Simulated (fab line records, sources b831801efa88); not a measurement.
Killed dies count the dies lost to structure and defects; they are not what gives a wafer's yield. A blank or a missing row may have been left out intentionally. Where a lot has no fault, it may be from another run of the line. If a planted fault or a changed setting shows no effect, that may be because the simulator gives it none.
Which tool was responsible? | flow sky130 | 24 lots, 72 wafers sampled, at 4 steps of a route of 708

== WHAT THE GAUGES SHOWED, per wafer ==
SKY_LDD_LDN_TW_MEAS_13. Usual: LDD_LDN_TW gives 1484 (standard deviation 12).
lot  | measured     | on           | LDD_LDN_TW     | flag
L074 | day 22 13:29 | filmMetro-03 | 1472 1466 1469 | 
L075 | day 23 02:21 | filmMetro-04 | 1489 1495 1492 | 
L076 | day 24 03:32 | filmMetro-01 | 1498 1499 1496 | 
L077 | day 24 04:16 | filmMetro-03 | 1465 1458 1463 | 
L078 | day 24 08:34 | filmMetro-01 | 1499 1499 1492 | 
L079 | day 24 15:46 | filmMetro-03 | 1469 1468 1464 | 
L080 | day 25 05:29 | filmMetro-04 | 1495 1494 1487 | 
L081 | day 25 10:00 | filmMetro-03 | 1482 1471 1475 | 
L082 | day 25 17:01 | filmMetro-04 | 1493 1490 1486 | 
L083 | day 26 01:40 | filmMetro-01 | 1493 1495 1500 | 
L084 | day 27 00:04 | filmMetro-03 | 1463 1471 1466 | 
L085 | day 27 02:11 | filmMetro-03 | 1467 1479 1476 | 
L086 | day 27 10:33 | filmMetro-04 | 1495 1487 1489 | 
L087 | day 27 13:28 | filmMetro-03 | 1477 1466 1470 | 
L088 | day 28 05:04 | filmMetro-01 | 1494 1494 1497 | 
L089 | day 28 10:46 | filmMetro-04 | 1486 1490 1486 | 
L090 | day 29 00:16 | filmMetro-04 | 1493 1484 1495 | 
L091 | day 29 20:20 | filmMetro-01 | 1499 1495 1488 | 
L093 | day 29 21:40 | filmMetro-03 | 1466 1470 1471 | 
L092 | day 29 21:49 | filmMetro-01 | 1496 1494 1493 | 
L094 | day 30 01:05 | filmMetro-04 | 1490 1493 1495 | 
L095 | day 30 10:04 | filmMetro-03 | 1482 1484 1482 | 
L096 | day 30 10:22 | filmMetro-01 | 1489 1478 1487 | 
L097 | day 30 20:48 | filmMetro-04 | 1496 1500 1491 | 

SKY_METAL3_CD_MEAS_13: the cd target is 300 nm. Usual: 300.3 nm for cdNm, sd 1.5.
lot  | measured     | on       | cdNm (nm)         | flag
L074 | day 38 09:25 | cdSem-01 | 300.2 300.4 300.1 | 
L075 | day 38 21:35 | cdSem-02 | 300.6 301.6 301.5 | 
L076 | day 39 14:54 | cdSem-02 | 298.8 301.1 299.6 | 
L077 | day 39 18:51 | cdSem-02 | 304.3 304.1 303.3 | 
L078 | day 39 23:04 | cdSem-01 | 298.8 300.6 297.5 | 
L079 | day 40 03:30 | cdSem-02 | 298.0 297.8 298.4 | 
L080 | day 40 13:13 | cdSem-01 | 304.3 302.3 303.0 | 
L081 | day 40 18:43 | cdSem-01 | 300.7 300.3 299.4 | 
L082 | day 40 21:33 | cdSem-01 | 297.8 298.4 299.2 | 
L083 | day 41 07:07 | cdSem-01 | 301.8 301.3 301.9 | 
L084 | day 42 01:31 | cdSem-01 | 299.1 299.8 301.6 | 
L085 | day 42 03:17 | cdSem-02 | 300.3 299.2 300.0 | 
L086 | day 42 08:58 | cdSem-01 | 300.2 300.6 299.8 | 
L087 | day 42 11:55 | cdSem-01 | 297.6 298.9 299.1 | 
L088 | day 43 01:38 | cdSem-02 | 298.6 300.6 299.8 | 
L089 | day 43 06:47 | cdSem-02 | 297.6 298.9 298.1 | 
L090 | day 43 17:04 | cdSem-02 | 299.4 299.3 299.4 | 
L091 | day 44 09:22 | cdSem-01 | 299.2 300.2 300.0 | 
L093 | day 44 10:46 | cdSem-01 | 299.0 297.7 300.2 | 
L092 | day 44 10:01 | cdSem-02 | 300.4 300.0 299.5 | 
L094 | day 44 11:35 | cdSem-02 | 301.3 301.8 300.8 | 
L095 | day 44 17:08 | cdSem-02 | 300.3 298.6 301.0 | 
L096 | day 44 20:28 | cdSem-02 | 302.3 300.7 301.9 | 
L097 | day 45 07:26 | cdSem-02 | 300.8 300.1 300.7 | 

== EACH LOT AND THE TOOL THAT RAN IT (in order: tool; ch and the chambers of the sampled wafers; start) ==
lot  | SKY_METAL2_SPUTTER_01       | SKY_VIA2_ETCH_14
L074 | pvdSputter-03, day 33 18:34 | rieDiel-04 ch 1,2, day 36 02:57
L075 | pvdSputter-04, day 34 07:05 | rieDiel-04 ch 1,2,3, day 36 15:08
L076 | pvdSputter-03, day 35 04:04 | rieDiel-03 ch 0,1,3, day 37 10:25
L077 | pvdSputter-04, day 35 08:04 | rieDiel-04 ch 0,1,2, day 37 15:12
L078 | pvdSputter-03, day 35 11:13 | rieDiel-03 ch 0,1,3, day 37 17:59
L079 | pvdSputter-01, day 35 16:55 | rieDiel-04 ch 1,2,3, day 38 00:02
L080 | pvdSputter-01, day 36 04:25 | rieDiel-04 ch 1,2, day 38 09:41
L081 | pvdSputter-01, day 36 08:18 | rieDiel-04 ch 0,1, day 38 14:26
L082 | pvdSputter-01, day 36 13:50 | rieDiel-03 ch 0,2,3, day 38 18:39
L083 | pvdSputter-03, day 36 23:14 | rieDiel-01 ch 1,2, day 39 03:44
L084 | pvdSputter-03, day 37 19:46 | rieDiel-04 ch 2,3, day 39 23:44
L085 | pvdSputter-03, day 37 21:17 | rieDiel-03 ch 2,3, day 40 00:35
L086 | pvdSputter-03, day 38 03:11 | rieDiel-03 ch 0,1,3, day 40 06:48
L087 | pvdSputter-01, day 38 06:28 | rieDiel-01 ch 0,1,2, day 40 09:56
L088 | pvdSputter-03, day 38 21:52 | rieDiel-01 ch 0,3, day 41 00:21
L089 | pvdSputter-04, day 39 02:13 | rieDiel-03 ch 0,1,2, day 41 04:35
L090 | pvdSputter-03, day 39 15:05 | rieDiel-04 ch 0,2,3, day 41 17:03
L091 | pvdSputter-01, day 40 08:01 | rieDiel-03 ch 0,1,3, day 42 09:39
L093 | pvdSputter-04, day 40 09:49 | rieDiel-04 ch 0,1,3, day 42 11:05
L092 | pvdSputter-03, day 40 09:31 | rieDiel-03 ch 2,3, day 42 10:47
L094 | pvdSputter-03, day 40 10:07 | rieDiel-04 ch 1,2, day 42 12:03
L095 | pvdSputter-01, day 40 18:46 | rieDiel-03 ch 1,2,3, day 42 18:15
L096 | pvdSputter-03, day 40 20:37 | rieDiel-04 ch 0,2,3, day 42 22:27
L097 | pvdSputter-03, day 41 05:17 | rieDiel-03 ch 0,2,3, day 43 08:23
- SKY_METAL2_SPUTTER_01: material TiN, target thk 20 nm, time 16.7 s.
- SKY_VIA2_ETCH_14: etches BARC in N2/H2, stops on SiO2, time 45.9 s, target depth 60 nm.

== AS READ BY THE TOOLS THEMSELVES (means over the sampled wafers that have a number; for cases with no such wafer, the mark the record gives instead) ==
SKY_METAL2_SPUTTER_01. Usual: 30.4 % for throttleValvePct, sd 0.94.
lot  | tool          | throttleValvePct (%) | flag
L074 | pvdSputter-03 | 30.1                 | 
L075 | pvdSputter-04 | 31.8                 | 
L076 | pvdSputter-03 | 30.2                 | 
L077 | pvdSputter-04 | 31.3                 | 
L078 | pvdSputter-03 | 31.1                 | 
L079 | pvdSputter-01 | 29.1                 | 
L080 | pvdSputter-01 | 29.3                 | 
L081 | pvdSputter-01 | 29.9                 | 
L082 | pvdSputter-01 | 29.5                 | 
L083 | pvdSputter-03 | 29.8                 | 
L084 | pvdSputter-03 | 30.5                 | 
L085 | pvdSputter-03 | 30.4                 | 
L086 | pvdSputter-03 | 30.9                 | 
L087 | pvdSputter-01 | 29.7                 | 
L088 | pvdSputter-03 | 30.8                 | 
L089 | pvdSputter-04 | 31.4                 | 
L090 | pvdSputter-03 | 30.8                 | 
L091 | pvdSputter-01 | 30.1                 | 
L093 | pvdSputter-04 | 31.4                 | 
L092 | pvdSputter-03 | 29.7                 | 
L094 | pvdSputter-03 | 30.4                 | 
L095 | pvdSputter-01 | 29.3                 | 
L096 | pvdSputter-03 | 30.6                 | 
L097 | pvdSputter-03 | 30.0                 | 

SKY_VIA2_ETCH_14. Usual: drypumpMotorCurrentA 5.6 A, standard deviation 0.58; oesProductAu 0.855 a.u., standard deviation 0.0045; throttleValvePct 13.225 %, standard deviation 0.009.
lot  | tool       | drypumpMotorCurrentA (A) | oesProductAu (a.u.) | throttleValvePct (%) | flag
L074 | rieDiel-04 | 6.1                      | 0.857               | 13.217               | 
L075 | rieDiel-04 | 6.1                      | 0.854               | 13.226               | 
L076 | rieDiel-03 | 5.1                      | 0.856               | 13.230               | 
L077 | rieDiel-04 | 5.9                      | 0.855               | 13.218               | 
L078 | rieDiel-03 | 5.2                      | 0.855               | 13.220               | 
L079 | rieDiel-04 | 6.1                      | 0.858               | 13.228               | 
L080 | rieDiel-04 | 6.0                      | 0.850               | 13.231               | 
L081 | rieDiel-04 | 6.2                      | 0.852               | 13.223               | 
L082 | rieDiel-03 | 5.6                      | 0.855               | 13.221               | 
L083 | rieDiel-01 | 5.4                      | 0.854               | 13.227               | 
L084 | rieDiel-04 | 5.8                      | 0.854               | 13.231               | 
L085 | rieDiel-03 | 5.8                      | 0.857               | 13.221               | 
L086 | rieDiel-03 | 5.1                      | 0.857               | 13.229               | 
L087 | rieDiel-01 | 5.3                      | 0.852               | 13.228               | 
L088 | rieDiel-01 | 5.0                      | 0.854               | 13.224               | 
L089 | rieDiel-03 | 5.3                      | 0.854               | 13.218               | 
L090 | rieDiel-04 | 5.5                      | 0.859               | 13.229               | 
L091 | rieDiel-03 | 5.2                      | 0.854               | 13.225               | 
L093 | rieDiel-04 | 5.9                      | 0.857               | 13.212               | 
L092 | rieDiel-03 | 5.8                      | 0.851               | 13.216               | 
L094 | rieDiel-04 | 6.4                      | 0.859               | 13.229               | 
L095 | rieDiel-03 | 5.5                      | 0.854               | 13.230               | 
L096 | rieDiel-04 | 5.5                      | 0.857               | 13.228               | 
L097 | rieDiel-03 | 5.6                      | 0.856               | 13.223               | 

== THE ANSWER, worked out from the rows above alone ==
Rule: a lot counts as off when the mean over its wafers that have a number is more than 3 standard deviations away from the usual mean. A lot without any number at a reading at which 4 lots or more have one is off too. The other lots that the step has rows for count as sound. The gauges are gone through in route order, then the tools' own readings, and for those a lot's mean is taken as printed above. At the first step where some lot is off, the reading lying furthest off is the one used; lots without a number count as furthest.
No lot is off at any reading shown: from this, nothing can be told.

== WHAT HAD BEEN PUT IN BY THE SIMULATOR ==
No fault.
